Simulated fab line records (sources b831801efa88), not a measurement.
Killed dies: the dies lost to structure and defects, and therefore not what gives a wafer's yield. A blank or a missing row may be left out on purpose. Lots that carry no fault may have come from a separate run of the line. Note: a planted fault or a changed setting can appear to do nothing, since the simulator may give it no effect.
Comparing a struck lot with a sound one ; flow gf180mcu ; 14 steps out of a route of 602
Sound: the wafers L884.3, L884.4, L884.6. Wafers struck: L887.1, L887.4, L887.6. The cause is named last.
At each step with rows: each side's tool, then ch and its chambers, then its first start. Under that, the readings that differ: sound wafers ; struck wafers ; difference of the means ; sigmas: that difference in standard deviations of wafers without a fault.
alike: readings with means less than 2 such deviations apart, plus words and numbers identical on both sides. not compared: withheld readings, readings lacking a value on some wafer, bounds such as >300 that could conceal the same value, and numbers that have no deviation in the record and whose values overlap.
A row with sigmas, a row that says differs or no value, or rows on one side alone: a step with any of these is where the two part. Numbers that have no deviation but don't overlap get no sigmas and don't part them. Lack of a reading on every wafer of one side parts them only where that side has two or more wafers.

GF_V1_CMP_26: polishes, stops on SiO2, t overpolish 15 s, target thk 0 nm.
  sound on cmp-01 ch 1,2, day 21 02:59; struck on cmp-01 ch 1,2, day 22 10:09
  alike: motor current A, overpolish run s, time to endpoint s
then, 1 step without rows for these wafers: GF_M2_SPUTTER_00 (material Ti, target thk 37.5 nm, time 150 s).
GF_M2_SPUTTER_01: material TiN, target thk 30 nm, time 25 s.
  struck on pvd sputter-01, day 22 10:33; sound on pvd sputter-03, day 21 03:20
  alike: throttle valve pct
GF_M2_SPUTTER_02: material AlCu, target thk 450 nm, time 23.9 s.
  struck on pvd sputter-01, day 22 10:35; sound on pvd sputter-03, day 21 03:22
  alike: throttle valve pct
GF_M2_SPUTTER_03: material Ti, target thk 10 nm, time 6.7 s.
  struck on pvd sputter-01, day 22 10:37; sound on pvd sputter-03, day 21 03:23
  alike: throttle valve pct
GF_M2_SPUTTER_04: material TiN, target thk 50 nm, time 41.7 s.
  struck on pvd sputter-01, day 22 10:38; sound on pvd sputter-03, day 21 03:25
  alike: throttle valve pct
GF_M2_RS_MEAS_05: measures by four-point-probe.
  struck on film metro-01, day 22 10:40; sound on film metro-01, day 21 03:29
  alike: M2_ALCU_RS
GF_M2_THK_MEAS_06: measures by xrf.
  struck on film metro-01, day 22 10:47; sound on film metro-01, day 21 03:35
  alike: M2_ALCU_THK
then, 4 steps without rows for these wafers: GF_M2_DEHYDRATE_07 (time 60 s); GF_M2_HMDS_08 (prime time 60 s); GF_M2_COAT_09 (resist thk 1000 nm); GF_M2_SOFTBAKE_10 (time 60 s).
GF_M2_EXPOSE_11: exposes mask Metal2, target cd 280 nm.
  sound on krf scanner-02 ch 0, day 21 15:24; struck on krf scanner-02, day 22 22:22
  no value came back on the struck wafers for exposure dose mJ cm2, focus offset nm (nm); on the sound wafers exposure dose mJ cm2 reads 28.019 27.986 28.010
  alike: mask
then, 1 step without rows for these wafers: GF_M2_PEB_12 (peb time 90 s).

== WHERE THEY PART ==
Only at GF_M2_EXPOSE_11, as far as this record shows.

WHY: what had been put in by the simulator
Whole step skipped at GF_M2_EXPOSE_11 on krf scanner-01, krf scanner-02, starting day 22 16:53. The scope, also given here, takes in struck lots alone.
